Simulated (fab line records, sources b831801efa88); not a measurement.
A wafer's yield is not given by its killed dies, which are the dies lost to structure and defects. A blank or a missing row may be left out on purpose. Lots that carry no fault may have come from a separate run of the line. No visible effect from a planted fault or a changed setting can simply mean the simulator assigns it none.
A struck lot beside a sound one	flow gf180mcu	24 steps out of a route of 602
Sound: these wafers, L379.1, L379.2, L379.3. The struck wafers were L394.2, L394.3, L394.4. The cause is named last.
At each step with rows: each side's tool, then ch and its chambers, then its first start. Under that, the readings that differ: sound wafers	struck wafers	difference of the means	sigmas: that difference in standard deviations of wafers without a fault.
alike: words and numbers the same on both sides, and readings whose means are apart by under 2 such deviations; not compared: readings that were withheld, readings missing a value for some wafer, numbers with overlapping values and no deviation given by the record, and bounds like >300 which may hide the same value.
The two part at a step that has a row with sigmas, a row that says differs or no value, or rows on one side only. Numbers that don't overlap but have no deviation are shown without sigmas and don't part them. A reading missing from all wafers of one side parts the sides only when that side holds two or more wafers.

first, 3 steps without rows for these wafers: GF_HV_LDD_EXPOSE_16 (exposes mask Pplus LV AREA, target cd 400 nm); GF_HV_LDD_PEB_17; GF_HV_LDD_DEVELOP_18 (develop time 60 s).
GF_HV_LDD_CD_MEAS_19 targets a cd of 400 nm.
  sound on cdSem-02, day 10 21:58; struck on cdSem-01, day 15 20:08
  alike: cdNm
GF_HV_LDD_OVL_MEAS_20:
  sound on overlay-01, day 10 22:05; struck on overlay-02, day 15 20:14
  alike: HV_LDD_01_OVL
after that, 1 step had no rows for these wafers: GF_HV_LDD_IMPLANT_21.
GF_HV_LDD_STRIP_22: strips in O2/N2.
  sound on plasmaAsher-02 ch 0,1, day 10 22:16; struck on plasmaAsher-03 ch 0,1, day 15 20:25
reading	sound	struck	difference	sigmas
heaterPowerW (W)	369 377 374	328 317 325	-50	-2
  alike: drypumpMotorCurrentA, oesProductAu, stripTimeToEndpointS
  not compared: rfHoursCounterH
GF_HV_LDD_TW_MEAS_23:
  sound on filmMetro-04, day 10 22:22; struck on filmMetro-03, day 15 20:31
  alike: HV_LDD_2_TW
then, 4 steps without rows for these wafers: GF_HV_LDD_DEHYDRATE_24 (time 60 s); GF_HV_LDD_HMDS_25 (prime time 60 s); GF_HV_LDD_COAT_26 (resist thk 1000 nm); GF_HV_LDD_SOFTBAKE_27 (time 60 s).
GF_HV_LDD_EXPOSE_28: exposes mask Nplus HV AREA, target cd 400 nm.
  sound on ilineStepper-02 ch 0, day 11 07:35; struck on ilineStepper-01 ch 0, day 16 07:16
reading	sound	struck	difference	sigmas
mask	Nplus_HV_AREA#0 Nplus_HV_AREA#0 Nplus_HV_AREA#0	Pplus_LV_AREA#0 Pplus_LV_AREA#0 Pplus_LV_AREA#0	differs	
then, 2 steps without rows for these wafers: GF_HV_LDD_PEB_29; GF_HV_LDD_DEVELOP_30 (develop time 60 s).
GF_HV_LDD_CD_MEAS_31 targets a cd of 400 nm.
  sound on cdSem-01, day 11 16:49; struck on cdSem-02, day 16 17:47
reading	sound	struck	difference	sigmas
cdNm (nm)	398.2 399.9 398.2	- - -	no value on the struck wafers	
GF_HV_LDD_OVL_MEAS_32:
  sound on overlay-01, day 11 16:56; struck on overlay-02, day 16 17:53
reading	sound	struck	difference	sigmas
HV_LDD_02_OVL (nm)	1.1 0.2 -2.6	- - -	no value on the struck wafers	
then, 4 steps without rows for these wafers: GF_HV_LDD_IMPLANT_33; GF_HV_LDD_IMPLANT_34; GF_HV_LDD_IMPLANT_35; GF_HV_LDD_IMPLANT_36.
GF_HV_LDD_STRIP_37: strips in O2/N2.
  sound on plasmaAsher-01 ch 0,1, day 11 17:34; struck on plasmaAsher-03 ch 0,1, day 16 18:31
  alike: drypumpMotorCurrentA, heaterPowerW, oesProductAu, stripTimeToEndpointS
  not compared: rfHoursCounterH
GF_HV_LDD_TW_MEAS_38:
  sound on filmMetro-03, day 11 17:40; struck on filmMetro-04, day 16 18:51
reading	sound	struck	difference	sigmas
HV_LDD_3_TW	1455 1451 1462	31 31 31	-1425	-95
  not compared: hold
GF_PASSIVATION_PROBE_99:
  sound wafers here have rows in the record (prober-02, day 29 03:41); struck ones have none

== WHERE THEY PART ==
Last at GF_PASSIVATION_PROBE_99 as far as this record goes, first at GF_HV_LDD_STRIP_22.

WHY: whatever the simulator had introduced
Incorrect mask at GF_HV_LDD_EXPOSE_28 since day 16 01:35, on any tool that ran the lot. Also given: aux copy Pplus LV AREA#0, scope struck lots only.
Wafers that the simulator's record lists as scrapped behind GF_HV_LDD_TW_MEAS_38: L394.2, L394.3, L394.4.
